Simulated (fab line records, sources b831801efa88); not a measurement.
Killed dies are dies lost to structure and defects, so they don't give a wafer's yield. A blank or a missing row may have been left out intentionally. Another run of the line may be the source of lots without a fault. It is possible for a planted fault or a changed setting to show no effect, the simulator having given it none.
A struck lot beside a sound one :: flow gf180mcu :: 14 out of 602 route steps
Sound: wafers L677.1, L677.4, L677.6. Wafers struck: L682.1, L682.3, L682.6. The cause is named last.
Each step with rows lists, per side, the tool, then ch with its chambers, then its first start. Under that, the readings that differ: sound wafers :: struck wafers :: difference of the means :: sigmas: that difference in standard deviations of wafers without a fault.
alike: readings whose means differ by less than 2 such deviations, and words and numbers that are the same on both sides. not compared: withheld readings, readings that some wafer has no value for, bounds like >300 that may hide the same value, and numbers for which the record gives no deviation and whose values overlap.
A row with sigmas, a row that says differs or no value, or rows on one side alone: a step with any of these is where the two part. Numbers that have no deviation but don't overlap get no sigmas and don't part them. A reading missing from all wafers of one side parts the sides only when that side holds two or more wafers.

GF_V3_THK_MEAS_01:
  sound on film-metro-04, day 25 05:28; struck on film-metro-04, day 26 14:08
  alike: V3_CVD_00_THK
GF_V3_CVD_02: deposits SiO2 from TEOS, target thk 850 nm, time 94.851 s.
  sound on pecvd-04 ch 1,2, day 25 05:31; struck on pecvd-02 ch 1,2, day 26 14:12
  alike: heater-power-w
GF_V3_THK_MEAS_03:
  sound on film-metro-02, day 25 05:35; struck on film-metro-02, day 26 14:16
  alike: V3_CVD_02_THK
GF_V3_CMP_04: polishes SiO2.
  sound on cmp-01 ch 0,2,3, day 25 05:42; struck on cmp-02 ch 0,1,2, day 26 14:26
  alike: motor-current-A, time-to-endpoint-s
GF_V3_BOW_MEAS_05:
  sound on film-metro-02, day 25 05:58; struck on film-metro-02, day 26 14:38
  alike: V3_BOW
then, 7 steps without rows for these wafers: GF_V3_DEHYDRATE_06 (time 60 s); GF_V3_HMDS_07 (prime time 60 s); GF_V3_COAT_08; GF_V3_COAT_09 (resist thk 1000 nm); GF_V3_SOFTBAKE_10 (time 60 s); GF_V3_EXPOSE_11 (exposes mask Via3, target cd 260 nm); GF_V3_PEB_12 (peb time 90 s).
GF_V3_DEVELOP_13: develop time 60 s.
  sound on litho-track-02 ch 0, day 26 02:37; struck on litho-track-04, day 27 11:00
  no value came back on the struck wafers for chill-plate-temp-C (C), develop-time-s (s); on the sound wafers chill-plate-temp-C (C) reads 23.09 23.05 23.03
reading: model.KrF_of_V3_COAT_09.thk-nm (nm)
sound: 984.5 986.1 985.3
struck: 999.4 999.9 1002
difference: +15.1
sigmas: 
GF_V3_CD_MEAS_14: target cd 260 nm.
  sound on cd-sem-01, day 26 02:46; struck on cd-sem-02, day 27 11:09
reading: cd-nm (nm)
sound: 259.9 259.7 260.2
struck: - - -
difference: no value on the struck wafers
sigmas: 

WHERE THEY PART
Earliest at GF_V3_DEVELOP_13; latest, in this record, at GF_V3_CD_MEAS_14.

WHY: whatever the simulator had introduced
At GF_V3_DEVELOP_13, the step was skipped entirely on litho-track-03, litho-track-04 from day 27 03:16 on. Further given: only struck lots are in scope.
